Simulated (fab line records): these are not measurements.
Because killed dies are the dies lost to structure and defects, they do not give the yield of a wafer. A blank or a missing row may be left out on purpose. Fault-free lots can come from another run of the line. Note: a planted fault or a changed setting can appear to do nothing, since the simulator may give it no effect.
fab line records    flow sky130
record lots=12  wafers=36  last-day=50
route steps=708 shown METAL1@449 METAL2@483 PAD_OPEN@708
lots untouched by any fault: they come from a run of this same line in which no faults occurred
start-h: the number of hours between the record's first day and the start of the first shown wafer of the lot    wait-h: time in hours since the lot's previous step    " as in the row above    L1.1+2: one row covering several wafers at once    - no value, or no start given    * or withheld: withheld    < > ~ a bound
route shown NAME@n: NAME is a module with steps in the file, n the number in the route of the first one    usual: mean/standard deviation taken from wafers without a fault    same: alike in all rows    chamber/n: place in a boat    sites: each site's reading    _std_site: how widely they spread, as a standard deviation    _edge_site: mean of outer sites minus mean of inner sites    radius-mm: how far each site lies from the wafer's centre    mask NAME#n: copy n    behind: the last tool/chamber to shape the wafer    hold: cause of the lot's hold/its duration in hours/its outcome    device: the n, p or np transistor that did not switch    end of line: tests run on the same wafers once the route is complete    for a step that has no rows: nothing shown but its recipe    killed: dies lost to structure and defects at the first sort, not the wafer's yield    map: shows each die of a wafer: x if killed, . if not, _ if none is there
set.NAME: the setting as run; set.NAME@STEP: as run at that earlier step    model.NAME: the simulator's own value behind a step, which no gauge read
a sample of lots followed through the steps of the route, with each step as a table and each wafer as a row
services: when a tool's chamber went out of use (start-h, in hours from the record's first day, below 0 if earlier), for how many hours, and the reason
## steps
# step SKY_METAL1_CD_MEAS_15
# recipe target-cd-nm=140
# usual cd-nm=140.3/1.7
lot.wafer  tool       chamber  start-h  wait-h  cd-nm
L240.2     cd-sem-01  -        752.63   -       140.2
L240.5     "          -        "        "       142.5
L240.6     "          -        "        "       139.4
L241.2     cd-sem-01  -        757.73   -       139.7
L241.4     "          -        "        "       139.3
L241.6     "          -        "        "       138.4
L242.1     cd-sem-01  -        770.72   -       143.1
L242.2     "          -        "        "       143.5
L242.3     "          -        "        "       142.0
L243.1     cd-sem-01  -        777.69   -       143.0
L243.2     "          -        "        "       141.7
L243.4     "          -        "        "       142.5
L244.1     cd-sem-01  -        804.87   -       142.4
L244.4     "          -        "        "       141.4
L244.6     "          -        "        "       141.1
L247.2     cd-sem-02  -        817.36   -       141.5
L247.5     "          -        "        "       140.2
L247.6     "          -        "        "       140.5
L248.1     cd-sem-02  -        823.02   -       138.3
L248.2     "          -        "        "       137.3
L248.5     "          -        "        "       138.4
L250.2     cd-sem-01  -        840.14   -       138.6
L250.4     "          -        "        "       139.1
L250.6     "          -        "        "       140.2
L256.4     cd-sem-02  -        877.92   -       139.4
L256.5     "          -        "        "       139.1
L256.6     "          -        "        "       139.9
L259.1     cd-sem-02  -        915.31   -       140.4
L259.4     "          -        "        "       139.1
L259.5     "          -        "        "       140.1
L261.1     cd-sem-01  -        928.84   -       138.9
L261.4     "          -        "        "       138.9
L261.5     "          -        "        "       138.0
L263.1     cd-sem-02  -        933.29   -       141.0
L263.4     "          -        "        "       141.5
L263.5     "          -        "        "       141.4
# step SKY_METAL1_METAL_ETCH_19
# recipe target-depth-a=3600  stop-on=SiO2  over-etch-frac=0.3  time-s=78  chemistry=Cl2/BCl3  resist-sidewall-deg=88  pressure-mtorr=10  icp-w=900  bias-w=48.5  Cl2_flow_sccm=60  bcl3-flow-sccm=30
# usual bcl3-flow-sccm=30.02/0.092  drypump-motor-current-A=5.6/0.42  oes-product-au=0.853/0.0058  rf-fwd-power-W=894.7/2.9  throttle-valve-pct=22.265/0.0092
lot.wafer  tool          chamber  start-h  wait-h  bcl3-flow-sccm  drypump-motor-current-A  oes-product-au  rf-fwd-power-W  rf-hours-counter-h  throttle-valve-pct
L240.2     rie-metal-04  0        752.86   0.0     30.02           5.0                      0.854           897.0           12                  22.285
L240.5     "             1        "        "       29.89           6.1                      0.854           891.6           -                   22.278
L240.6     "             0        "        "       29.98           5.0                      0.847           899.2           -                   22.259
L241.2     rie-metal-04  1        757.96   0.0     30.09           6.1                      0.854           896.2           6                   22.269
L241.4     "             1        "        "       29.95           6.1                      0.853           889.9           -                   22.261
L241.6     "             0        "        "       29.85           5.1                      0.853           895.1           -                   22.252
L242.1     rie-metal-02  0        770.97   0.0     30.11           5.6                      0.853           894.8           9                   22.254
L242.2     "             1        "        "       30.07           5.2                      0.861           894.8           8                   22.259
L242.3     "             0        "        "       30.13           5.6                      0.854           898.5           -                   22.268
L243.1     rie-metal-03  0        778.04   0.1     29.98           5.6                      0.855           893.4           4                   22.274
L243.2     "             0        "        "       30.11           5.6                      0.863           891.6           -                   22.280
L243.4     "             0        "        "       30.14           5.5                      0.851           892.2           -                   22.261
L244.1     rie-metal-03  1        805.12   0.0     30.07           6.2                      0.853           898.0           1                   22.269
L244.4     "             1        "        "       30.24           6.2                      0.860           892.1           -                   22.276
L244.6     "             0        "        "       30.15           5.5                      0.861           895.9           -                   22.281
L247.2     rie-metal-02  0        818.70   0.0     29.93           5.6                      0.859           894.9           10                  22.252
L247.5     "             1        "        "       29.96           5.2                      0.865           893.6           -                   22.265
L247.6     "             0        "        "       29.96           5.6                      0.863           893.4           -                   22.272
L248.1     rie-metal-03  0        823.27   0.0     29.86           5.6                      0.854           893.2           5                   22.258
L248.2     "             1        "        "       30.08           6.2                      0.848           894.1           1                   22.274
L248.5     "             0        "        "       30.01           5.6                      0.850           895.9           -                   22.257
L250.2     rie-metal-04  1        840.37   0.0     30.00           6.1                      0.850           892.3           9                   22.269
L250.4     "             1        "        "       29.93           6.0                      0.846           889.7           -                   22.274
L250.6     "             0        "        "       30.07           5.0                      0.845           896.3           -                   22.257
L256.4     rie-metal-04  1        878.15   0.1     30.08           6.1                      0.853           899.1           -                   22.269
L256.5     "             0        "        "       29.89           5.0                      0.859           900.5           -                   22.241
L256.6     "             1        "        "       30.16           6.1                      0.857           894.5           -                   22.263
L259.1     rie-metal-02  0        915.57   0.0     29.97           5.6                      0.845           897.1           15                  22.265
L259.4     "             1        "        "       29.97           5.2                      0.858           898.9           -                   22.273
L259.5     "             0        "        "       30.11           5.6                      0.852           893.5           -                   22.280
L261.1     rie-metal-04  0        929.09   0.0     30.00           5.0                      0.857           897.1           2                   22.267
L261.4     "             0        "        "       29.88           5.0                      0.846           897.7           -                   22.275
L261.5     "             0        "        "       30.07           5.0                      0.857           898.5           -                   22.275
L263.1     rie-metal-03  0        933.54   0.0     29.91           5.5                      0.844           891.2           10                  22.272
L263.4     "             0        "        "       29.99           5.5                      0.848           894.7           -                   22.250
L263.5     "             1        "        "       29.99           6.2                      0.858           896.2           -                   22.255
# step SKY_METAL2_SPUTTER_00
# recipe material=Ti  target-thk-nm=15  power-w=3000  time-s=10  chamber-pressure-pa=0.4
# usual chamber-pressure-pa=0.4000/0.00072  throttle-valve-pct=29.6/0.82
lot.wafer  tool            chamber  start-h  wait-h  chamber-pressure-pa  throttle-valve-pct
L240.2     pvd-sputter-01  -        782.27   0.1     0.3997               29.8
L240.5     "               -        "        "       0.3997               29.0
L240.6     "               -        "        "       0.3998               28.3
L241.2     pvd-sputter-03  -        788.57   0.2     0.4010               29.3
L241.4     "               -        "        "       0.3994               29.6
L241.6     "               -        "        "       0.4002               29.6
L242.1     pvd-sputter-02  -        800.49   0.1     0.3992               28.7
L242.2     "               -        "        "       0.4001               29.8
L242.3     "               -        "        "       0.4001               29.2
L243.1     pvd-sputter-03  -        808.04   0.2     0.4002               29.2
L243.2     "               -        "        "       0.3997               29.2
L243.4     "               -        "        "       0.3994               29.3
L244.1     pvd-sputter-02  -        833.23   0.1     0.3997               28.8
L244.4     "               -        "        "       0.4005               31.6
L244.6     "               -        "        "       0.3995               29.4
L247.2     pvd-sputter-02  -        846.72   0.1     0.3985               29.6
L247.5     "               -        "        "       0.4004               29.1
L247.6     "               -        "        "       0.3997               28.8
L248.1     pvd-sputter-02  -        851.24   0.1     0.3995               31.3
L248.2     "               -        "        "       0.4000               29.4
L248.5     "               -        "        "       0.4000               28.7
L250.2     pvd-sputter-02  -        868.37   0.2     0.3995               31.6
L250.4     "               -        "        "       0.4010               31.4
L250.6     "               -        "        "       0.3995               28.7
L256.4     pvd-sputter-03  -        906.00   0.2     0.3997               29.7
L256.5     "               -        "        "       0.4003               29.5
L256.6     "               -        "        "       0.4008               29.9
L259.1     pvd-sputter-03  -        943.41   0.2     0.3628               31.4
L259.4     "               -        "        "       0.3600               31.1
L259.5     "               -        "        "       0.3620               31.2
L261.1     pvd-sputter-03  -        956.39   0.1     0.3613               31.0
L261.4     "               -        "        "       0.3615               31.9
L261.5     "               -        "        "       0.3619               31.0
L263.1     pvd-sputter-01  -        960.52   0.2     0.4000               29.9
L263.4     "               -        "        "       0.3999               28.2
L263.5     "               -        "        "       0.4010               29.1
# step SKY_METAL2_OVL_MEAS_16
# usual METAL2_OVL=-1/5.4
lot.wafer  tool        chamber  start-h  wait-h  METAL2_OVL[nm]
L240.2     overlay-02  -        808.92   0.1     12
L240.5     "           -        "        "       6
L240.6     "           -        "        "       -1
L241.2     overlay-02  -        818.32   3.1     0
L241.4     "           -        "        "       -1
L241.6     "           -        "        "       -1
L242.1     overlay-02  -        826.92   0.1     5
L242.2     "           -        "        "       -3
L242.3     "           -        "        "       4
L243.1     overlay-01  -        834.77   0.1     0
L243.2     "           -        "        "       1
L243.4     "           -        "        "       1
L244.1     overlay-02  -        857.47   0.1     0
L244.4     "           -        "        "       0
L244.6     "           -        "        "       -4
L247.2     overlay-01  -        872.02   0.1     1
L247.5     "           -        "        "       4
L247.6     "           -        "        "       -4
L248.1     overlay-01  -        876.67   0.1     3
L248.2     "           -        "        "       2
L248.5     "           -        "        "       5
L250.2     overlay-02  -        894.70   0.1     -3
L250.4     "           -        "        "       4
L250.6     "           -        "        "       -3
L256.4     overlay-01  -        930.99   0.1     -15
L256.5     "           -        "        "       4
L256.6     "           -        "        "       -4
L259.1     overlay-02  -        967.86   0.1     -5
L259.4     "           -        "        "       -9
L259.5     "           -        "        "       -4
L261.1     overlay-02  -        979.96   0.1     -2
L261.4     "           -        "        "       -1
L261.5     "           -        "        "       2
L263.1     overlay-02  -        984.86   0.1     0
L263.4     "           -        "        "       10
L263.5     "           -        "        "       -3
# step SKY_PAD_OPEN_PROBE_99
# usual defect-limited-yield=82.3/1.9  killed_at_M0_to_M3=44/6.9  killed_at_M4_up=3.0/1.5  killed-at-contacts=24/5.2  killed-at-front-end=15/4.1  killed-at-other=0.4/0.62  killed-dies=87/9.6  killed-open=47/7  killed-short=40/6.2  sort_bin_3_pad_short=0.9/0.43  sort_bin_5_function=10.5/1.4  sort_bin_6_memory=6.4/1.2  sort-n-pass=405/9.6  sort-yield-pct=82.3/1.9
# same gross-dies=492  killed-at-back-side=0  sort_bin_4_leakage[%]=0  sort_bin_8_speed[%]=0
lot.wafer  tool       chamber  start-h  wait-h  defect-limited-yield[%]  killed_at_M0_to_M3  killed_at_M4_up  killed-at-contacts  killed-at-front-end  killed-at-other  killed-dies  killed-open  killed-short  sort_bin_3_pad_short[%]  sort_bin_5_function[%]  sort_bin_6_memory[%]  sort-n-pass  sort-yield-pct[%]
L240.2     prober-01  -        1065.29  0.1     81.7                     40                  4                24                  22                   0                90           48           41            1.6                      8.9                     7.7                   402          81.7
L240.5     prober-01  -        1065.44  0.2     81.5                     49                  3                25                  14                   0                91           46           45            1.2                      12.0                    5.3                   401          81.5
L240.6     prober-01  -        1065.49  0.2     82.1                     40                  1                28                  19                   0                88           56           30            0.8                      12.0                    5.1                   404          82.1
L243.1     prober-02  -        1083.59  0.1     82.1                     51                  1                24                  12                   0                88           50           38            0.2                      11.2                    6.5                   404          82.1
L243.2     prober-02  -        1083.64  0.1     84.8                     29                  4                24                  18                   0                75           39           36            0.4                      8.1                     6.7                   417          84.8
L243.4     prober-02  -        1083.74  0.2     84.1                     35                  2                24                  16                   1                78           48           28            0.2                      11.4                    4.3                   414          84.1
# killed by level:class
L240.2 CONTACT:geometric-particle:open=8 LOCAL_INTERCONNECT:geometric-particle:short=7 FIELD_ISO:geometric-particle:short=6 LI_CONTACT:geometric-particle:open=6 VIA1:geometric-particle:open=6 VIA1:geometric-particle:short=5 METAL2:geometric-particle:short=5 VIA2:geometric-particle:open=5
L240.5 VIA1:geometric-particle:open=12 CONTACT:geometric-particle:open=9 LI_CONTACT:geometric-particle:open=8 VIA1:geometric-particle:short=8 CONTACT:geometric-particle:short=6 POLY_GATE:geometric-particle:short=5 VIA2:geometric-particle:open=5 METAL1:geometric-particle:short=5
L240.6 CONTACT:geometric-particle:open=12 FIELD_ISO:geometric-particle:open=9 VIA1:geometric-particle:open=9 LI_CONTACT:geometric-particle:open=7 CONTACT:geometric-particle:short=6 VIA3:geometric-particle:open=6 METAL1:geometric-particle:short=4 METAL1:geometric-particle:open=4
L243.1 VIA1:geometric-particle:open=9 VIA2:geometric-particle:open=9 LI_CONTACT:geometric-particle:open=8 LOCAL_INTERCONNECT:geometric-particle:short=8 VIA1:geometric-particle:short=8 CONTACT:geometric-particle:open=7 METAL2:geometric-particle:short=5 VIA3:geometric-particle:open=5
L243.2 LI_CONTACT:geometric-particle:open=9 CONTACT:geometric-particle:open=7 FIELD_ISO:geometric-particle:open=5 VIA1:geometric-particle:open=5 METAL4:geometric-particle:short=4 FIELD_ISO:geometric-particle:short=4 POLY_GATE:geometric-particle:open=4 VIA2:geometric-particle:short=4
L243.4 LI_CONTACT:geometric-particle:open=10 VIA2:geometric-particle:open=7 CONTACT:geometric-particle:open=7 VIA1:geometric-particle:open=6 LOCAL_INTERCONNECT:geometric-particle:short=5 FIELD_ISO:geometric-particle:short=4 FIELD_ISO:geometric-particle:open=4 METAL2:geometric-particle:short=4
## services
tool            chamber  start-h  hours  kind
rie-metal-03    1        754.62   11.7   repair
pvd-sputter-03  -        766.60   3.1    repair
rie-metal-03    1        773.46   -      clean
rie-metal-03    1        773.46   12.0   scheduled-down
rie-metal-03    1        773.46   12.0   vent-cycle
rie-metal-03    -        805.36   4.3    pm
rie-metal-04    0        840.54   -      clean
rie-metal-04    0        840.54   30.2   scheduled-down
rie-metal-04    0        840.54   30.2   vent-cycle
rie-metal-04    1        866.64   1.6    repair
pvd-sputter-01  -        870.55   4.3    repair
rie-metal-04    0        887.31   3.6    repair
rie-metal-02    -        920.07   4.3    pm
## key
first-sign step=SKY_METAL2_SPUTTER_00  reading=chamber-pressure-pa  direction=down  sigmas=53  usual=0.4000  struck=0.3615
effect step=SKY_METAL2_SPUTTER_00  reading=throttle-valve-pct  direction=up  sigmas=2  usual=29.6  struck=31.3
met-at SKY_METAL2_SPUTTER_00
struck-lots L259,L261
not-acting-at SKY_METAL1_CD_MEAS_15,SKY_METAL1_METAL_ETCH_19,SKY_METAL2_OVL_MEAS_16
onset-between 906.00 943.41
fault kind=process-parameter-drift  tool=pvd-sputter-03  chamber=-  onset-h=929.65  steps=SKY_METAL2_SPUTTER_00  channel=chamber-pressure-pa  offset=-0.038029  shape=step  end-h=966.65  acts-in=these-recipes-only  stated=0.4
